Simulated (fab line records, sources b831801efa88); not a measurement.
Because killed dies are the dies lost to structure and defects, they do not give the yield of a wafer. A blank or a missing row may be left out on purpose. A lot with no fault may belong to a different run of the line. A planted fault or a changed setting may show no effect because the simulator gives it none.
A single fault, viewed from 2 desks ; flow gf180mcu ; only its own numbers are on each desk; what lay behind them is given at the end

== FROM THE METROLOGY DESK ==
Lot by lot, what the gauges showed, no matter which tool ran the lot: averages of those sampled wafers that carry a number. If a lot's mean is further than 4 standard deviations from the usual mean, the lot is out of limits and carries the mark OUT (the distance appears in the brackets).
Columns: A = cd-nm at GF_M5_CD_MEAS_07, usual 280.0 nm; B = M5_OVL at GF_M5_OVL_MEAS_08, usual 3 nm
lot;first seen here;A;B
L744;day 27 08:20;279.9;-1
L753;day 30 01:16;278.4;4
L755;day 30 14:11;284.0;5
L756;day 30 22:46;282.2;-0
L758;day 31 07:56;281.7;4
L760;day 31 18:52;280.1;4
L763;day 32 14:46;280.0;-9
This desk found nothing out of limits on any of the 7 lots.

== FOR THE TOOL OWNER'S DESK: litho-track-02 ==
The tool's own readings at GF_M5_PEB_05 (peb time 90 s): means of the sampled wafers that have a number, for each lot that ran on this tool. If a lot's mean is further than 4 standard deviations from the usual mean, the lot is out of limits and carries the mark OUT (the distance appears in the brackets).
Columns: A = heater-power-total-W at GF_M5_PEB_05, usual 85.70 W; B = plate-temp-C at GF_M5_PEB_05, usual 134.96 C
lot;first seen here;A;B
L753;day 30 00:55;85.69;135.11
L755;day 30 13:50;84.96 (-8.6) OUT;134.05 (-7.0) OUT
L756;day 30 22:25;84.92 (-9.0) OUT;134.08 (-6.8) OUT
L758;day 31 07:35;84.93 (-9.0) OUT;134.06 (-6.9) OUT
This desk's finding: out of limits on L755, L756, L758; first on L755, day 30 13:50 (heater-power-total-W at GF_M5_PEB_05). L753 stayed within limits.

== BROUGHT TOGETHER ==
An alarm could have come from the tool owner's desk at day 30 13:50, on L755, L756, L758.
At the metrology desk, nothing out of limits was observed.
The metrology desk holds a record of L755, L756, L758, inside its limits.
All the named lots went through GF_M5_PEB_05 on litho-track-02.

== WHAT THE SIMULATOR HAD PUT IN ==
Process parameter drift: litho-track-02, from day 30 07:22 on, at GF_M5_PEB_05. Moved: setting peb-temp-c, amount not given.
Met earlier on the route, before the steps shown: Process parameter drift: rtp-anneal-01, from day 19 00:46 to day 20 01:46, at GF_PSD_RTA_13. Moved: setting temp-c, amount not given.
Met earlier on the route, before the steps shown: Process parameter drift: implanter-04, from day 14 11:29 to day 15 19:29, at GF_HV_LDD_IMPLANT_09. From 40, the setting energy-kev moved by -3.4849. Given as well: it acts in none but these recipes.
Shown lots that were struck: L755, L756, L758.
Time in hours from fault onset to the first out-of-limits reading at each desk: the tool owner's desk, 6.
